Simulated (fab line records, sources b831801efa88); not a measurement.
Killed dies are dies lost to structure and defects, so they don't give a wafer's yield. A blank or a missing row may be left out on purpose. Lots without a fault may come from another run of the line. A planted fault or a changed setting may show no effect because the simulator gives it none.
A struck lot beside a sound one | flow sky130 | 16 steps out of a route of 708
Sound: wafers L114.2, L114.4, L114.6. Struck: wafers L107.1, L107.2. (L107.6 of the same lot was not struck and is left out.) The cause comes at the end.
At each step with rows: each side's tool, then ch and its chambers, then its first start. Under that, the readings that differ: sound wafers | struck wafers | difference of the means | sigmas: that difference in standard deviations of wafers without a fault.
alike: readings whose means differ by less than 2 such deviations, and words and numbers that are the same on both sides. not compared: withheld readings, readings that some wafer has no value for, bounds like >300 that may hide the same value, and numbers for which the record gives no deviation and whose values overlap.
The two part at a step that has a row with sigmas, a row that says differs or no value, or rows on one side only. Numbers that don't overlap but have no deviation are shown without sigmas and don't part them. A reading that every wafer of one side lacks parts them only if that side has two wafers or more.

first, 2 steps without rows for these wafers: SKY_LOCAL_INTERCONNECT_PEB_09; SKY_LOCAL_INTERCONNECT_DEVELOP_10 (develop time 60 s).
SKY_LOCAL_INTERCONNECT_CD_MEAS_11: target cd 170 nm.
  sound on cd_sem-02, day 35 16:38; struck on cd_sem-02, day 33 01:31
  alike: cd_nm
SKY_LOCAL_INTERCONNECT_OVL_MEAS_12:
  sound on overlay-01, day 35 16:45; struck on overlay-01, day 33 01:38
  alike: LOCAL_INTERCONNECT_OVL
SKY_LOCAL_INTERCONNECT_ETCH_13: etches BARC in N2/H2, stops on SiO2, time 45.9 s, target depth 60 nm.
  sound on rie_metal-02 ch 0,1, day 35 16:47; struck on rie_metal-01 ch 1, day 33 01:40
  alike: drypump_motor_current_A, h2_flow_sccm, oes_product_au, throttle_valve_pct
  not compared: rf_hours_counter_h
SKY_LOCAL_INTERCONNECT_METAL_ETCH_14: etches TiN in Cl2/BCl3, stops on PSG, target depth 110 nm, time 31.4 s.
  sound on rie_metal-02 ch 0,1, day 35 16:50; struck on rie_metal-01 ch 1, day 33 01:48
  alike: drypump_motor_current_A, oes_product_au, throttle_valve_pct
  not compared: rf_hours_counter_h
SKY_LOCAL_INTERCONNECT_STRIP_15: strips in O2/N2.
  sound on plasma_asher-02 ch 0, day 35 16:53; struck on plasma_asher-03 ch 0,1, day 33 01:54
  alike: drypump_motor_current_A, oes_product_au, strip_time_to_endpoint_s
  not compared: rf_hours_counter_h
then, 3 steps without rows for these wafers: SKY_LOCAL_INTERCONNECT_STRIP_16 (strips in post etch residue remover, time 1200 s); SKY_LOCAL_INTERCONNECT_CLEAN_17 (cleans in IPA, time 180 s); SKY_LOCAL_INTERCONNECT_CLEAN_18 (cleans in O3/DIW).
SKY_CONTACT_CVD_00: deposits Si3N4, target thk 75 nm.
  sound on pecvd-01 ch 0,1, day 35 17:29; struck on pecvd-01 ch 1,2, day 33 02:32
  alike: heater_power_w
SKY_CONTACT_THK_MEAS_01:
  sound on film_metro-02, day 35 17:32; struck on film_metro-04, day 33 02:34
  alike: CONTACT_CVD_00_THK
SKY_CONTACT_HDPCVD_02: deposits SiO2, target thk 565 nm, time 94.2 s.
  sound on hdpcvd-02 ch 0,2, day 35 17:35; struck on hdpcvd-01 ch 1,2, day 33 02:37
  reading                                     | sound             | struck      | difference | sigmas
  run_length_s (s)                            | 123.2 122.6 122.6 | 100.5 100.7 | -22.2      | -31
  model.SiO2_of_CONTACT_HDPCVD_02.thk_nm (nm) | 573.3 577.9 571.2 | 432.7 435.9 | -139.8     |
SKY_CONTACT_THK_MEAS_03:
  sound on film_metro-03, day 35 17:40; struck on film_metro-03, day 33 02:43
  reading                 | sound       | struck  | difference | sigmas
  CONTACT_HDPCVD_THK (nm) | 573 578 571 | 433 436 | -140       | -21
SKY_CONTACT_CMP_04: polishes SiO2.
  sound on cmp-01 ch 0,1,2, day 35 17:46; struck on cmp-02 ch 0,1, day 33 02:53
  reading                | sound    | struck | difference | sigmas
  time_to_endpoint_s (s) | 91 95 88 | 30 33  | -60        | -14
  alike: edge_zone_pressure_frac, motor_current_A
SKY_CONTACT_BOW_MEAS_05:
  sound on film_metro-03, day 35 18:02; struck on film_metro-03, day 33 03:05
  alike: CONTACT_BOW

WHERE THEY PART
First at SKY_CONTACT_HDPCVD_02; last, within this record, at SKY_CONTACT_CMP_04. Later steps at which nothing parts them and some readings are alike: SKY_CONTACT_BOW_MEAS_05.

WHY: what the simulator had put in
Process parameter drift: hdpcvd-01, from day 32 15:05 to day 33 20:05, at SKY_CONTACT_HDPCVD_02. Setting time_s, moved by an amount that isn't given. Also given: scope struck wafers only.
